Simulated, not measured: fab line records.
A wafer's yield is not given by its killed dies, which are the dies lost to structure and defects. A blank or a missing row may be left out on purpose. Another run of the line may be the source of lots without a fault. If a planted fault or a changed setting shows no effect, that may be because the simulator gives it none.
Which tool is to blame? ; flow sky130 ; Sampling: 11 lots, 33 wafers, 2 of 708 route steps

WHAT THE GAUGES READ, wafer by wafer
SKY_VIA3_BOW_MEAS_03.
lot;measured;on;VIA3_BOW (um)
L790;day 38 12:18;filmMetro-03;82 72 79
L791;day 39 01:52;filmMetro-04;70 67 68
L793;day 39 14:36;filmMetro-01;68 76 75
L795;day 40 09:16;filmMetro-03;77 76 84
L796;day 40 17:18;filmMetro-04;80 81 73
L797;day 41 00:34;filmMetro-04;100 78 78
L802;day 42 08:09;filmMetro-03;82 99 89
L803;day 42 13:16;filmMetro-03;79 71 74
L811;day 44 17:53;filmMetro-01;77 82 66
L812;day 45 06:12;filmMetro-04;81 84 92
L813;day 45 09:38;filmMetro-03;90 80 85

EACH LOT AND THE TOOL THAT RAN IT (in order: tool; ch and the chambers of the sampled wafers; start)
lot;SKY_VIA3_CMP_02
L790;cmp-02 ch 2,3, day 38 12:00
L791;cmp-01 ch 0,1,2, day 39 01:35
L793;cmp-02 ch 0,1,2, day 39 14:22
L795;cmp-02 ch 0,2,3, day 40 09:04
L796;cmp-02 ch 0,2,3, day 40 17:00
L797;cmp-01 ch 0,2,3, day 41 00:16
L802;cmp-01 ch 0,1,2, day 42 07:49
L803;cmp-01 ch 1,2, day 42 12:57
L811;cmp-02 ch 2,3, day 44 17:35
L812;cmp-02 ch 0,1,3, day 45 05:57
L813;cmp-02 ch 0,1,3, day 45 09:22
- SKY_VIA3_CMP_02: polishes SiO2.

WHAT THE TOOLS THEMSELVES READ (means of the sampled wafers that have a number; where no wafer has one, the mark that the record gives instead)
SKY_VIA3_CMP_02.
lot;tool;motorCurrentA (A);slurryFlowMlMin
L790;cmp-02;12.7;150.4
L791;cmp-01;12.0;150.1
L793;cmp-02;11.3;150.3
L795;cmp-02;11.6;149.9
L796;cmp-02;11.9;150.3
L797;cmp-01;10.9;150.0
L802;cmp-01;11.9;149.9
L803;cmp-01;12.4;149.9
L811;cmp-02;13.0;150.4
L812;cmp-02;11.4;149.6
L813;cmp-02;11.4;150.0

THE ANSWER, worked out from the rows above alone
Rule: what is usual is taken from the lots themselves. The widest of any qualifying gaps counts: lots, ordered by their means at a reading, are off when they make up no more than a third of the lots, leave a main group of 4 or more, and stand apart from it by 3 or more times the standard deviation of that group's means. A main group is skipped when, at the precision printed for the reading in the tables above, its means are all equal. A lot without any number at a reading at which 4 lots or more have one is off too. All remaining lots with rows at the step are treated as sound. Order of review: gauges by route order, followed by the tools' own readings, for which a lot's mean as printed above is used. The first step at which some lot is off is used, and at that step the reading that is off furthest; a lot without a number counts as furthest.
Across all readings shown, no lot is off: no conclusion can be drawn from this.

WHAT THE SIMULATOR PUT IN
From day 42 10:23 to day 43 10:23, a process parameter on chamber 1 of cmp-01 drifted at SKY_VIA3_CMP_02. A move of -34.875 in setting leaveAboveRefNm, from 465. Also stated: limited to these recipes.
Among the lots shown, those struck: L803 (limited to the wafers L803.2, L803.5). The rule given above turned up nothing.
